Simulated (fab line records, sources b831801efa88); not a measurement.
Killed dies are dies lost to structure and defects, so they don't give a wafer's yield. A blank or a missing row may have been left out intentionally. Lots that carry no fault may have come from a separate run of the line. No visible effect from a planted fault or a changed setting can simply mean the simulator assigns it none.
Which tool is to blame? ; flow sky130 ; 72 wafers from 24 lots sampled at 4 of the route's 708 steps

== WHAT THE GAUGES SHOWED, per wafer ==
SKY_METAL2_CD_MEAS_15 targets a cd of 140 nm.
lot;measured;on;cd nm (nm)
L074;day 35 03:29;cd sem-02;139.0 138.7 138.5
L075;day 35 10:52;cd sem-02;139.3 140.1 140.2
L076;day 36 18:06;cd sem-02;138.9 140.4 140.6
L077;day 36 20:13;cd sem-02;139.3 139.8 140.6
L079;day 36 23:01;cd sem-02;139.6 139.0 140.4
L080;day 37 00:00;cd sem-02;141.6 139.4 142.0
L078;day 36 23:39;cd sem-01;140.3 140.5 141.7
L081;day 37 05:25;cd sem-01;141.1 142.0 142.3
L082;day 37 20:18;cd sem-01;142.6 141.7 140.4
L083;day 38 00:41;cd sem-02;142.2 140.4 139.4
L085;day 38 11:52;cd sem-01;137.1 139.6 139.0
L084;day 38 12:49;cd sem-01;137.7 136.1 136.5
L086;day 39 01:07;cd sem-01;137.3 138.1 138.3
L089;day 40 07:26;cd sem-02;140.2 140.7 139.4
L087;day 40 08:25;cd sem-02;138.5 141.4 139.3
L088;day 40 08:48;cd sem-01;139.9 139.3 138.2
L090;day 40 10:22;cd sem-02;137.4 137.5 138.4
L091;day 40 11:55;cd sem-02;137.4 137.2 137.9
L092;day 40 14:21;cd sem-02;139.1 140.2 140.0
L093;day 40 16:40;cd sem-02;139.1 140.3 139.3
L094;day 41 07:17;cd sem-02;140.8 140.6 140.1
L095;day 41 12:53;cd sem-01;139.8 139.2 139.5
L096;day 41 16:26;cd sem-02;138.9 139.6 139.5
L097;day 41 19:27;cd sem-01;139.3 139.3 138.1

== WHICH TOOL RAN EACH LOT (tool, then ch and the chambers of the sampled wafers, then the start) ==
lot;SKY_METAL1_DESCUM_17;SKY_METAL1_ETCH_18;SKY_VIA1_CMP_24
L074;rie metal-04 ch 0,1, day 32 18:22;rie metal-04 ch 0,1, day 32 18:25;cmp-01 ch 0,1,2, day 33 23:55
L075;rie metal-01 ch 1, day 33 02:04;rie metal-01 ch 1, day 33 02:07;cmp-02 ch 2,3, day 34 07:04
L076;rie metal-02 ch 0,1, day 34 10:19;rie metal-02 ch 0,1, day 34 10:22;cmp-02 ch 0,2,3, day 35 15:42
L077;rie metal-04 ch 0,1, day 34 13:39;rie metal-04 ch 0,1, day 34 13:41;cmp-02 ch 1,3, day 35 18:28
L079;rie metal-01 ch 1, day 34 15:58;rie metal-01 ch 1, day 34 16:02;cmp-02 ch 0,2,3, day 35 20:43
L080;rie metal-02 ch 1, day 34 17:03;rie metal-02 ch 1, day 34 17:07;cmp-01 ch 2,3, day 35 22:21
L078;rie metal-04 ch 0,1, day 34 17:04;rie metal-04 ch 0,1, day 34 17:07;cmp-02 ch 0,1,2, day 35 21:03
L081;rie metal-01 ch 1, day 34 21:11;rie metal-01 ch 1, day 34 21:14;cmp-01 ch 0,2,3, day 36 02:58
L082;rie metal-02 ch 1, day 35 08:48;rie metal-02 ch 1, day 35 08:52;cmp-02 ch 0,1, day 36 17:46
L083;rie metal-02 ch 1, day 35 17:50;rie metal-02 ch 1, day 35 17:55;cmp-02 ch 1,2, day 36 22:14
L085;rie metal-02 ch 0,1, day 36 05:55;rie metal-02 ch 0,1, day 36 05:57;cmp-01 ch 1,2, day 37 09:49
L084;rie metal-01 ch 0,1, day 36 06:46;rie metal-01 ch 0,1, day 36 06:48;cmp-02 ch 0,3, day 37 11:08
L086;rie metal-04 ch 0,1, day 36 18:19;rie metal-04 ch 0,1, day 36 18:21;cmp-01 ch 0,2,3, day 37 23:34
L089;rie metal-04 ch 0,1, day 38 01:04;rie metal-04 ch 0,1, day 38 01:07;cmp-01 ch 1,2,3, day 39 06:41
L087;rie metal-01 ch 0,1, day 38 02:13;rie metal-01 ch 0,1, day 38 02:16;cmp-01 ch 0,1,3, day 39 07:20
L088;rie metal-02 ch 0,1, day 38 02:40;rie metal-02 ch 0,1, day 38 02:42;cmp-01 ch 1,2, day 39 07:35
L090;rie metal-04 ch 0,1, day 38 05:12;rie metal-04 ch 0,1, day 38 05:14;cmp-01 ch 1,2,3, day 39 08:53
L091;rie metal-01 ch 0,1, day 38 08:11;rie metal-01 ch 0,1, day 38 08:14;cmp-01 ch 0,2,3, day 39 11:04
L092;rie metal-01 ch 0,1, day 38 11:35;rie metal-01 ch 0,1, day 38 11:37;cmp-01 ch 0,1,2, day 39 14:03
L093;rie metal-04 ch 0,1, day 38 14:01;rie metal-04 ch 0,1, day 38 14:03;cmp-01 ch 0,1,2, day 39 15:35
L094;rie metal-02 ch 0,1, day 38 23:52;rie metal-02 ch 0,1, day 38 23:54;cmp-01 ch 0,1,2, day 40 06:51
L095;rie metal-04 ch 0,1, day 39 08:31;rie metal-04 ch 0,1, day 39 08:34;cmp-02 ch 1,3, day 40 11:37
L096;rie metal-01 ch 0,1, day 39 11:56;rie metal-01 ch 0,1, day 39 11:58;cmp-02 ch 0,1, day 40 15:22
L097;rie metal-04 ch 0,1, day 39 16:22;rie metal-04 ch 0,1, day 39 16:25;cmp-01 ch 0,1,3, day 40 18:37
- SKY_METAL1_DESCUM_17: chemistry O2, time 8 s.
- SKY_METAL1_ETCH_18: etches BARC in N2/H2, stops on SiO2, time 45.9 s, target depth 60 nm.
- SKY_VIA1_CMP_24: polishes, stops on SiO2, t overpolish 15 s, target thk 0 nm.

== WHAT THE TOOLS THEMSELVES READ (means of the sampled wafers that have a number; where no wafer has one, the mark that the record gives instead) ==
SKY_METAL1_DESCUM_17.
lot;tool;drypump motor current A (A);oes product au (a.u.)
L074;rie metal-04;5.1;0.999
L075;rie metal-01;6.2;0.989
L076;rie metal-02;6.0;0.995
L077;rie metal-04;5.1;0.997
L079;rie metal-01;6.2;0.998
L080;rie metal-02;6.1;0.998
L078;rie metal-04;5.0;1.000
L081;rie metal-01;6.2;0.999
L082;rie metal-02;6.1;0.990
L083;rie metal-02;6.1;1.001
L085;rie metal-02;6.0;1.002
L084;rie metal-01;5.8;1.005
L086;rie metal-04;5.1;1.000
L089;rie metal-04;5.1;1.003
L087;rie metal-01;5.5;0.999
L088;rie metal-02;6.0;1.003
L090;rie metal-04;5.0;0.997
L091;rie metal-01;5.5;1.009
L092;rie metal-01;5.5;0.995
L093;rie metal-04;5.0;0.997
L094;rie metal-02;5.9;1.007
L095;rie metal-04;5.0;1.004
L096;rie metal-01;5.4;1.004
L097;rie metal-04;5.1;1.002

SKY_METAL1_ETCH_18.
lot;tool;bias w (W);drypump motor current A (A);oes product au (a.u.);throttle valve pct (%)
L074;rie metal-04;100.5;5.1;0.858;13.226
L075;rie metal-01;100.0;6.2;0.852;13.229
L076;rie metal-02;100.2;6.0;0.856;13.223
L077;rie metal-04;99.8;5.1;0.852;13.223
L079;rie metal-01;99.2;6.2;0.855;13.229
L080;rie metal-02;99.9;6.1;0.853;13.222
L078;rie metal-04;99.9;5.1;0.852;13.224
L081;rie metal-01;100.4;6.2;0.852;13.220
L082;rie metal-02;100.1;6.1;0.852;13.218
L083;rie metal-02;99.8;6.1;0.856;13.229
L085;rie metal-02;99.8;6.0;0.852;13.226
L084;rie metal-01;99.8;5.8;0.859;13.223
L086;rie metal-04;100.2;5.1;0.854;13.220
L089;rie metal-04;99.8;5.1;0.853;13.221
L087;rie metal-01;99.7;5.5;0.856;13.224
L088;rie metal-02;100.1;6.0;0.854;13.220
L090;rie metal-04;99.8;5.1;0.854;13.223
L091;rie metal-01;100.2;5.5;0.855;13.221
L092;rie metal-01;100.2;5.5;0.849;13.218
L093;rie metal-04;100.1;5.1;0.858;13.218
L094;rie metal-02;99.9;5.9;0.852;13.220
L095;rie metal-04;100.0;5.1;0.854;13.232
L096;rie metal-01;100.1;5.5;0.851;13.230
L097;rie metal-04;99.9;5.1;0.852;13.217

SKY_VIA1_CMP_24.
lot;tool;motor current A (A);overpolish run s (s);platen rpm (rpm);time to endpoint s (s)
L074;cmp-01;12.4;14.998;60.00;64.8
L075;cmp-02;10.6;15.003;60.05;63.8
L076;cmp-02;10.7;14.999;60.00;66.3
L077;cmp-02;8.8;15.006;60.02;67.5
L079;cmp-02;11.2;14.995;59.99;64.6
L080;cmp-01;12.0;15.004;60.03;65.5
L078;cmp-02;10.2;14.992;60.03;65.7
L081;cmp-01;12.2;15.003;60.04;65.4
L082;cmp-02;10.8;14.998;59.99;67.4
L083;cmp-02;9.0;15.010;60.00;64.1
L085;cmp-01;11.6;14.996;60.01;62.2
L084;cmp-02;10.6;14.992;59.98;68.5
L086;cmp-01;12.2;14.992;60.04;63.2
L089;cmp-01;11.5;14.999;60.00;64.6
L087;cmp-01;11.8;14.998;60.00;64.8
L088;cmp-01;11.7;14.994;59.99;64.7
L090;cmp-01;11.7;14.997;60.02;65.6
L091;cmp-01;11.8;15.007;59.99;64.9
L092;cmp-01;11.7;14.999;60.01;63.8
L093;cmp-01;11.9;15.002;59.98;64.8
L094;cmp-01;12.4;14.994;59.99;60.3
L095;cmp-02;9.5;14.996;60.01;66.5
L096;cmp-02;10.1;15.001;60.01;67.0
L097;cmp-01;12.2;14.994;59.97;61.9

== THE ANSWER, worked out from the rows above alone ==
Rule: what is usual is taken from the lots themselves. Put in order of their means at a reading, lots are off if they are a third of the lots or fewer, leave a main group of 4 or more, and stand apart from it by a gap of 3 or more times the standard deviation of the main group's means; of several such gaps the widest counts. The tables above print the reading to a certain number of digits; a main group whose means all agree to those digits is not used. A lot without any number at a reading at which 4 lots or more have one is off too. Where the step has rows for the other lots, those lots are counted as sound. First the gauges in route order, then the tools' own readings, where a lot's mean is used as printed above. At the first step where some lot is off, the reading lying furthest off is the one used; lots without a number count as furthest.
Nothing can be told from this: no lot is off at any reading shown.

== WHAT HAD BEEN PUT IN BY THE SIMULATOR ==
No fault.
